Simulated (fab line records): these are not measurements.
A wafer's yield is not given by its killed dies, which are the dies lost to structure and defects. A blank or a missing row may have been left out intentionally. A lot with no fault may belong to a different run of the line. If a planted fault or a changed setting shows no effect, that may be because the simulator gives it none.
fab line records	flow sky130
[record] lots = 13	wafers = 39	last-day = 50
route steps=708 shown VT_ADJUST_LVTN@106 VT_ADJUST_HVTR@138 SONOS_ONO@170 PAD_OPEN@708
lots that met no fault: taken from a fault-free run of the same line
start-h: start of the lot's first displayed wafer, in hours after the record's first day	wait-h: hours from the lot's prior step to this one	" unchanged from the row above	L1.1+2: several wafers, shown together as one row	- no value, or no start was given	* or withheld: withheld	< > ~ a bound
route shown NAME@n: a module of which the file shows steps, and the number in the route of the first	usual: mean and standard deviation over wafers with no fault	same: alike in all rows	chamber/n: place in a boat	sites: readings site by site	_std_site: their standard deviation	_edge_site: mean of outer sites minus mean of inner sites	radius-mm: how far each site lies from the wafer's centre	mask NAME#n: copy n	behind: tool/chamber where the wafer was last shaped	hold: cause of the lot's hold/its duration in hours/its outcome	device: which transistor (n, p or np) failed to switch	end of line: at the end of the route, the tests of the same wafers	step lacking rows: just its recipe	killed: dies lost to structure and defects at the first sort, not the wafer's yield	map: per-die view of a wafer (x killed, . not killed, _ where there is no die)
set.NAME: the setting as run; set.NAME@STEP: as run at that earlier step	model.NAME: the simulator's own value behind a step, which no gauge read
a sample of lots followed through the steps of the route, with each step as a table and each wafer as a row
services: the hour from which a tool's chamber was out of use, counted from the record's first day as start-h (under 0 if before that day), plus the number of hours and why
[[steps]]
[step SKY_VT_ADJUST_LVTN_STRIP_09]
[recipe] chemistry = O2/N2	power-w = 1400	pressure-mtorr = 1500	platen-temp-c = withheld	o2-flow-sccm = 3000	n2-flow-sccm = 300	overash-fraction = 0.5
[usual] drypump-motor-current-A = 5.74/0.25	oes-product-au = 0.722/0.0042	strip-time-to-endpoint-s = 36.89/0.09
lot.wafer	tool	chamber	start-h	wait-h	drypump-motor-current-A	oes-product-au	rf-hours-counter-h	strip-time-to-endpoint-s
L488.1	plasma-asher-01	0	142.30	0.1	5.79	0.723	3	37.03
L488.2	"	1	"	"	5.28	0.720	3	37.11
L488.5	"	0	"	"	5.79	0.724	-	36.94
L490.1	plasma-asher-04	0	154.34	0.1	5.47	0.713	46	36.87
L490.3	"	1	"	"	5.97	0.715	-	36.94
L490.4	"	0	"	"	5.51	0.724	-	36.90
L491.2	plasma-asher-04	1	160.19	0.1	5.96	0.721	47	36.90
L491.5	"	1	"	"	5.97	0.723	-	36.96
L491.6	"	0	"	"	5.51	0.723	-	36.89
L492.2	plasma-asher-03	1	171.70	0.1	5.70	0.730	49	36.94
L492.3	"	0	"	"	6.07	0.722	-	36.92
L492.4	"	1	"	"	5.72	0.725	-	36.89
L493.1	plasma-asher-04	1	173.29	0.1	5.97	0.722	48	36.83
L493.2	"	0	"	"	5.52	0.720	48	36.95
L493.4	"	0	"	"	5.53	0.725	-	36.79
L496.2	plasma-asher-01	1	194.59	0.1	5.29	0.715	7	36.77
L496.5	"	1	"	"	5.29	0.717	-	36.75
L496.6	"	0	"	"	5.75	0.721	-	36.81
L497.3	plasma-asher-04	0	204.48	0.1	5.50	0.719	-	36.77
L497.4	"	1	"	"	6.00	0.725	-	36.87
L497.6	"	1	"	"	5.95	0.723	-	36.72
L498.1	plasma-asher-04	1	206.55	0.1	5.94	0.721	51	36.86
L498.3	"	1	"	"	5.96	0.725	-	36.93
L498.5	"	1	"	"	5.93	0.722	-	36.93
L499.1	plasma-asher-04	1	214.89	0.1	5.94	0.733	52	36.88
L499.3	"	1	"	"	5.94	0.725	-	36.95
L499.6	"	0	"	"	5.53	0.718	-	36.93
L500.1	plasma-asher-04	1	218.44	0.1	5.96	0.720	53	36.92
L500.2	"	0	"	"	5.55	0.723	53	36.75
L500.6	"	0	"	"	5.48	0.717	-	36.75
L501.1	plasma-asher-04	0	224.20	0.1	5.55	0.722	54	36.73
L501.2	"	1	"	"	5.97	0.730	54	36.69
L501.4	"	1	"	"	5.96	0.714	-	36.78
L508.2	plasma-asher-03	0	295.10	0.1	6.09	0.724	60	36.80
L508.3	"	1	"	"	5.72	0.724	-	36.88
L508.5	"	1	"	"	5.70	0.715	-	36.88
L511.2	plasma-asher-03	1	306.94	0.1	5.69	0.728	61	36.98
L511.3	"	1	"	"	5.68	0.723	-	36.90
L511.5	"	1	"	"	5.68	0.723	-	36.79
[step SKY_VT_ADJUST_LVTN_TW_MEAS_21]
[usual] VT_ADJUST_LVTN_2_TW = 189.8/1.9
lot.wafer	tool	chamber	start-h	wait-h	VT_ADJUST_LVTN_2_TW
L488.1	film-metro-03	-	161.25	0.1	187.8
L488.2	"	-	"	"	187.7
L488.5	"	-	"	"	187.2
L490.1	film-metro-02	-	173.69	0.1	190.0
L490.3	"	-	"	"	190.8
L490.4	"	-	"	"	188.7
L491.2	film-metro-01	-	179.90	0.1	190.4
L491.5	"	-	"	"	191.1
L491.6	"	-	"	"	190.9
L492.2	film-metro-01	-	191.66	0.1	191.4
L492.3	"	-	"	"	191.6
L492.4	"	-	"	"	191.4
L493.1	film-metro-03	-	193.79	0.1	186.7
L493.2	"	-	"	"	187.2
L493.4	"	-	"	"	187.5
L496.2	film-metro-02	-	216.75	0.1	189.9
L496.5	"	-	"	"	190.7
L496.6	"	-	"	"	190.0
L497.3	film-metro-02	-	227.02	0.1	190.3
L497.4	"	-	"	"	191.0
L497.6	"	-	"	"	189.7
L498.1	film-metro-01	-	228.75	0.1	191.1
L498.3	"	-	"	"	189.9
L498.5	"	-	"	"	191.3
L499.1	film-metro-03	-	237.74	0.1	186.3
L499.3	"	-	"	"	186.6
L499.6	"	-	"	"	187.1
L500.1	film-metro-01	-	240.59	0.1	193.7
L500.2	"	-	"	"	192.7
L500.6	"	-	"	"	192.8
L501.1	film-metro-02	-	246.49	0.1	190.5
L501.2	"	-	"	"	190.2
L501.4	"	-	"	"	191.0
L508.2	film-metro-02	-	321.60	0.1	190.4
L508.3	"	-	"	"	190.6
L508.5	"	-	"	"	190.9
L511.2	film-metro-03	-	333.86	0.1	185.6
L511.3	"	-	"	"	187.2
L511.5	"	-	"	"	185.8
[step SKY_VT_ADJUST_HVTR_CD_MEAS_07]
[recipe] target-cd-nm = 380
[usual] cd-nm = 380.8/2.8
lot.wafer	tool	chamber	start-h	wait-h	cd-nm
L488.1	cd-sem-01	-	201.48	0.1	384.4
L488.2	"	-	"	"	385.6
L488.5	"	-	"	"	384.2
L490.1	cd-sem-02	-	216.48	0.1	385.5
L490.3	"	-	"	"	387.0
L490.4	"	-	"	"	388.8
L491.2	cd-sem-01	-	222.80	0.1	377.4
L491.5	"	-	"	"	379.3
L491.6	"	-	"	"	377.7
L492.2	cd-sem-02	-	235.23	0.1	380.6
L492.3	"	-	"	"	381.9
L492.4	"	-	"	"	381.1
L493.1	cd-sem-01	-	237.76	0.1	377.9
L493.2	"	-	"	"	377.5
L493.4	"	-	"	"	379.2
L496.2	cd-sem-01	-	262.48	0.1	376.5
L496.5	"	-	"	"	374.2
L496.6	"	-	"	"	377.1
L497.3	cd-sem-02	-	273.52	0.1	379.8
L497.4	"	-	"	"	379.7
L497.6	"	-	"	"	383.2
L498.1	cd-sem-01	-	274.98	0.1	381.4
L498.3	"	-	"	"	382.0
L498.5	"	-	"	"	380.7
L499.1	cd-sem-01	-	285.06	0.1	383.8
L499.3	"	-	"	"	383.8
L499.6	"	-	"	"	382.6
L500.1	cd-sem-01	-	287.46	0.1	376.1
L500.2	"	-	"	"	376.3
L500.6	"	-	"	"	376.5
L501.1	cd-sem-01	-	294.78	0.1	380.2
L501.2	"	-	"	"	382.1
L501.4	"	-	"	"	378.8
L508.2	cd-sem-01	-	375.50	0.1	381.7
L508.3	"	-	"	"	385.1
L508.5	"	-	"	"	386.8
L511.2	cd-sem-02	-	388.48	0.1	379.8
L511.3	"	-	"	"	378.0
L511.5	"	-	"	"	378.2
[step SKY_SONOS_ONO_CVD_02]
[recipe] material = Si3N4	precursor = DCS/NH3	target-thk-nm = 10.5	temp-c = 770	time-s = 180	pressure-mtorr = 250
[usual] spike-tc-centre-C = 771.0/1	spike-tc-upper-C = 769.1/0.95	zone-power-centre-pct = 13.91/0.17	zone-power-upper-pct = 12.8/1.4
lot.wafer	tool	chamber	start-h	wait-h	spike-tc-centre-C	spike-tc-upper-C	zone-power-centre-pct	zone-power-upper-pct
L488.1	lpcvd-02	1	248.95	0.5	771.5	769.1	13.63	11.1
L488.2	"	1	"	"	771.9	769.5	13.95	11.1
L488.5	"	1	"	"	771.6	768.8	13.69	11.2
L490.1	lpcvd-02	0	270.60	0.1	771.0	771.1	13.81	13.7
L490.3	"	0	"	"	771.3	769.5	13.95	13.8
L490.4	"	0	"	"	770.6	770.2	13.91	13.9
L491.2	lpcvd-02	0	274.79	1.0	772.4	769.5	14.07	13.8
L491.5	"	0	"	"	770.3	770.5	13.91	13.8
L491.6	"	0	"	"	771.2	769.5	14.03	13.7
L492.2	lpcvd-02	0	285.15	0.3	771.5	769.9	14.06	14.0
L492.3	"	0	"	"	770.9	766.2	13.97	14.1
L492.4	"	0	"	"	770.5	768.7	14.02	13.7
L493.1	lpcvd-02	0	290.61	0.2	772.7	769.8	14.11	14.1
L493.2	"	0	"	"	770.5	768.3	13.90	13.9
L493.4	"	0	"	"	770.1	770.6	13.88	13.9
L496.2	lpcvd-02	0	315.74	0.5	773.0	770.1	14.08	13.8
L496.5	"	0	"	"	771.6	769.4	14.33	13.8
L496.6	"	0	"	"	770.4	768.2	13.97	13.8
L497.3	lpcvd-02	0	325.78	0.0	771.6	768.8	14.13	13.8
L497.4	"	0	"	"	770.7	769.4	14.03	14.0
L497.6	"	0	"	"	769.5	770.1	13.98	14.0
L498.1	lpcvd-02	0	330.33	0.2	770.3	768.3	13.97	13.8
L498.3	"	0	"	"	770.5	768.8	14.06	13.8
L498.5	"	0	"	"	773.1	769.0	13.82	14.1
L499.1	lpcvd-02	0	338.77	0.8	770.7	769.1	14.09	13.8
L499.3	"	0	"	"	770.8	770.1	13.89	13.9
L499.6	"	0	"	"	772.0	768.2	13.81	13.9
L500.1	lpcvd-02	0	343.94	1.7	771.1	768.0	14.19	13.7
L500.2	"	0	"	"	771.9	769.6	14.00	14.0
L500.6	"	0	"	"	772.0	768.3	14.18	13.9
L501.1	lpcvd-02	1	352.27	0.1	787.1	765.5	18.35	9.2
L501.2	"	1	"	"	786.3	766.2	18.38	9.3
L501.4	"	1	"	"	785.6	767.1	18.09	9.0
L508.2	lpcvd-02	1	436.50	0.0	769.7	769.7	13.85	11.1
L508.3	"	1	"	"	770.7	768.7	13.65	11.1
L508.5	"	1	"	"	771.2	767.6	13.81	11.0
L511.2	lpcvd-02	1	451.18	0.0	771.0	769.8	13.53	11.2
L511.3	"	1	"	"	772.3	769.6	13.88	11.1
L511.5	"	1	"	"	770.7	769.6	13.72	10.9
[step SKY_PAD_OPEN_PROBE_99]
[usual] killed_at_M0_to_M3 = 42/6.6	killed_at_M4_up = 3.1/1.9	killed-at-contacts = 24/5.6	killed-at-front-end = 15/4.8	killed-at-other = 0.3/0.48	killed-dies = 84/10	killed-open = 47/6.8	killed-short = 37/6.8
[same] gross-dies = 492	killed-at-back-side = 0
lot.wafer	tool	chamber	start-h	wait-h	killed_at_M0_to_M3	killed_at_M4_up	killed-at-contacts	killed-at-front-end	killed-at-other	killed-dies	killed-open	killed-short
L492.2	prober-01	-	1097.68	0.1	44	4	27	21	0	96	56	40
L492.3	prober-01	-	1097.73	0.2	44	3	24	19	0	90	61	29
L492.4	prober-01	-	1097.78	0.2	42	4	24	22	0	92	55	37
L493.1	prober-02	-	1106.63	0.1	47	3	18	20	0	88	52	36
L493.2	prober-02	-	1106.68	0.1	25	3	28	11	0	67	47	20
L493.4	prober-02	-	1106.78	0.2	40	3	25	18	0	86	44	42
L497.3	prober-02	-	1136.61	0.2	41	2	19	13	0	75	47	28
L497.4	prober-02	-	1136.66	0.2	35	2	28	17	0	82	40	42
L497.6	prober-02	-	1136.76	0.2	44	5	22	20	0	91	50	41
L501.1	prober-02	-	1153.48	0.1	41	2	26	11	0	80	42	38
L501.2	prober-02	-	1153.53	0.1	46	4	38	7	0	95	56	39
L501.4	prober-02	-	1153.63	0.2	45	2	29	16	0	92	44	48
// killed by level:class
L492.2 CONTACT:geometric-particle:open=12 VIA1:geometric-particle:open=11 VIA3:geometric-particle:open=6 POLY_GATE:geometric-particle:open=6 FIELD_ISO:geometric-particle:short=5 LI_CONTACT:geometric-particle:open=5 LOCAL_INTERCONNECT:geometric-particle:short=5 METAL1:geometric-particle:short=5
L492.3 LI_CONTACT:geometric-particle:open=12 VIA1:geometric-particle:open=9 VIA2:geometric-particle:open=9 POLY_GATE:geometric-particle:short=6 METAL2:geometric-particle:short=6 VIA3:geometric-particle:open=5 POLY_GATE:geometric-particle:open=4 SPACER:geometric-particle:open=4
L492.4 LI_CONTACT:geometric-particle:open=11 VIA1:geometric-particle:open=10 POLY_GATE:geometric-particle:short=7 VIA2:geometric-particle:open=6 VIA3:geometric-particle:open=6 FIELD_ISO:geometric-particle:open=5 POLY_GATE:geometric-particle:open=5 CONTACT:geometric-particle:open=5
L493.1 VIA1:geometric-particle:open=15 POLY_GATE:geometric-particle:open=8 VIA2:geometric-particle:open=6 LI_CONTACT:geometric-particle:open=6 LOCAL_INTERCONNECT:geometric-particle:short=5 VIA1:geometric-particle:short=5 METAL2:geometric-particle:short=5 CONTACT:geometric-particle:open=4
L493.2 CONTACT:geometric-particle:open=11 LI_CONTACT:geometric-particle:open=9 VIA1:geometric-particle:open=8 METAL2:geometric-particle:short=5 VIA3:geometric-particle:open=3 POLY_GATE:geometric-particle:open=3 SPACER:geometric-particle:open=3 METAL2:geometric-particle:open=3
L493.4 CONTACT:geometric-particle:open=8 VIA1:geometric-particle:open=8 FIELD_ISO:geometric-particle:open=6 METAL2:geometric-particle:short=6 VIA2:geometric-particle:open=6 VIA3:geometric-particle:short=6 LOCAL_INTERCONNECT:geometric-particle:short=5 CONTACT:geometric-particle:short=5
L497.3 VIA1:geometric-particle:open=10 VIA2:geometric-particle:open=10 CONTACT:geometric-particle:open=8 METAL2:geometric-particle:short=6 FIELD_ISO:geometric-particle:open=4 LI_CONTACT:geometric-particle:open=4 CONTACT:geometric-particle:short=4 VIA3:geometric-particle:open=4
L497.4 CONTACT:geometric-particle:open=10 CONTACT:geometric-particle:short=8 VIA3:geometric-particle:open=7 FIELD_ISO:geometric-particle:open=6 METAL2:geometric-particle:short=6 FIELD_ISO:geometric-particle:short=5 LI_CONTACT:geometric-particle:open=5 VIA1:geometric-particle:short=5
L497.6 VIA1:geometric-particle:open=9 CONTACT:geometric-particle:open=8 VIA3:geometric-particle:open=8 FIELD_ISO:geometric-particle:open=7 METAL2:geometric-particle:short=7 METAL1:geometric-particle:short=6 FIELD_ISO:geometric-particle:short=5 LI_CONTACT:geometric-particle:open=4
L501.1 CONTACT:geometric-particle:open=13 VIA1:geometric-particle:open=13 METAL2:geometric-particle:short=11 CONTACT:geometric-particle:short=6 LI_CONTACT:geometric-particle:open=5 VIA2:geometric-particle:open=5 POLY_GATE:geometric-particle:short=4 VIA1:geometric-particle:short=4
L501.2 CONTACT:geometric-particle:open=14 VIA1:geometric-particle:open=13 LI_CONTACT:geometric-particle:open=9 CONTACT:geometric-particle:short=7 VIA2:geometric-particle:open=7 VIA1:geometric-particle:short=6 LOCAL_INTERCONNECT:geometric-particle:short=5 VIA3:geometric-particle:open=5
L501.4 VIA1:geometric-particle:open=13 CONTACT:geometric-particle:open=9 METAL2:geometric-particle:short=8 FIELD_ISO:geometric-particle:short=7 LI_CONTACT:geometric-particle:open=6 CONTACT:geometric-particle:short=6 METAL1:geometric-particle:short=6 VIA3:geometric-particle:open=6
[[services]]
tool	chamber	start-h	hours	kind
plasma-asher-01	-	171.49	0.9	repair
plasma-asher-03	-	213.85	14.6	pm
plasma-asher-04	-	224.50	2.5	repair
plasma-asher-04	-	271.55	1.2	repair
plasma-asher-01	-	278.31	0.7	repair
plasma-asher-04	-	303.58	0.5	repair
plasma-asher-03	-	344.54	0.8	repair
plasma-asher-04	-	411.43	14.6	pm
plasma-asher-03	-	421.25	9.0	pm
plasma-asher-03	0	421.25	9.0	vent-cycle
plasma-asher-03	1	421.25	9.0	vent-cycle
plasma-asher-03	0	430.25	-	clean
plasma-asher-03	1	430.25	-	clean
[[key]]
[first-sign] step = SKY_SONOS_ONO_CVD_02	reading = zone-power-centre-pct	direction = up	sigmas = 26	usual = 13.91	struck = 18.27
[effect] step = SKY_SONOS_ONO_CVD_02	reading = spike-tc-centre-C	direction = up	sigmas = 15	usual = 771.0	struck = 786.3
met-at SKY_SONOS_ONO_CVD_02
struck-lots L501
struck-wafers L501.1,L501.2,L501.4
tester-left-out L501
not-acting-at SKY_VT_ADJUST_LVTN_STRIP_09,SKY_VT_ADJUST_LVTN_TW_MEAS_21,SKY_VT_ADJUST_HVTR_CD_MEAS_07
onset-between 248.95 352.27
[fault] kind = process-parameter-drift	tool = lpcvd-02	chamber = 1	onset-h = 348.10	steps = SKY_SONOS_ONO_CVD_02	channel = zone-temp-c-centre	offset = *	shape = step	end-h = 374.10
// tester-left-out: of these lots the tester's yield and bins aren't shown, on N5 and GAA mostly nor the transistor test; their killed dies are dies lost to structure and defects alone, not to doping, threshold or leakage, so they don't give the yield
